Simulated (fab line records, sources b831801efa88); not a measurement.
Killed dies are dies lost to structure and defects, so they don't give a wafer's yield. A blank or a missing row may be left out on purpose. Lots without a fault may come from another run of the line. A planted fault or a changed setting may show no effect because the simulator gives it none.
Problem report in the 8D (eight disciplines) form, filled by code | flow sky130 | the parts of the form that need people (team, actions taken, sign-off) are left out

1. THE PROBLEM
dose_ions_cm2 at SKY_LDD_N_IMPLANT_08 reads a mean of 8.568e+13 on 6 wafers of 2 lots; wafers without a fault read 7.502e+13 with a standard deviation of 8.8e+10. That is +99 or more standard deviations from the usual mean.
First seen on wafer L540.3, day 23 13:37, on implanter-02. The record holds 36 wafers of 12 lots with a number at this step. Rule for "out", or "out of limits": more than 4 standard deviations from the usual mean. The other wafers with a number count as sound.

2. WHAT IT IS AND WHAT IT IS NOT
question                    | is                                | is not
which readings at this step | dose_ions_cm2, faraday_current_uA | end_station_pressure_torr
which lots                  | L540, L542                        | L524, L525, L526, L527, L528, L529, L530, L532, L538, L545
which wafers of those lots  | all that have a number            | -
read on which tools         | implanter-02                      | implanter-01, implanter-03
when                        | from day 23 13:37                 | up to then (27 sound wafers); but 3 sound wafers of L545 came after

3. SUSPECTS, AND WHAT RULES EACH OUT
Counting: a tool at a process step up to the reading stays a suspect if it ran every lot that is out and no sound lot after the first of them.
- rtp_anneal-01 at SKY_NWELL_RTA_28 (time 30 s): ruled out as a lasting fault. Sound lots L545 ran on it after its first lot that is out, L540 (day 9 11:05).
- implanter-02 at SKY_LDD_N_IMPLANT_08: kept. It ran every lot that is out, first L540 (day 23 13:37), and no sound lot after that; its last sound lot up to then is L538 (day 22 22:34). Its own readings are out on those wafers: dose_ions_cm2, faraday_current_uA.
Left after counting: implanter-02 at SKY_LDD_N_IMPLANT_08.

4. THE CAUSE (what the simulator had put in)
Process parameter drift: implanter-02, from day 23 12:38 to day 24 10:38, at SKY_LDD_N_IMPLANT_08. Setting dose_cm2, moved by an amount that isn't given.
Counting left only this tool.

5. THE CHAIN OF EFFECTS, in route order
Each row: a reading whose mean over the struck wafers that have a number lies more than 3 standard deviations from the usual. Only readings for which the record gives a usual standard deviation are gone through. hours: the time from each lot's start at the first step in this table that gives one to its start at this step, as a median over the lots. sigmas: the change in usual standard deviations.
hours | step                 | reading            | usual     | on struck wafers | change     | sigmas
0     | SKY_LDD_N_IMPLANT_08 | dose_ions_cm2      | 7.502e+13 | 8.568e+13        | +1.066e+13 | +99 or more
0     | SKY_LDD_N_IMPLANT_08 | faraday_current_uA | 423       | 475              | +52        | +5.9
The process steps in it:
- SKY_LDD_N_IMPLANT_08

6. WHAT WOULD HAVE CAUGHT IT SOONER
In this record the first reading out of limits was taken at day 23 13:37, 1 hour after the fault began at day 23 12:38.
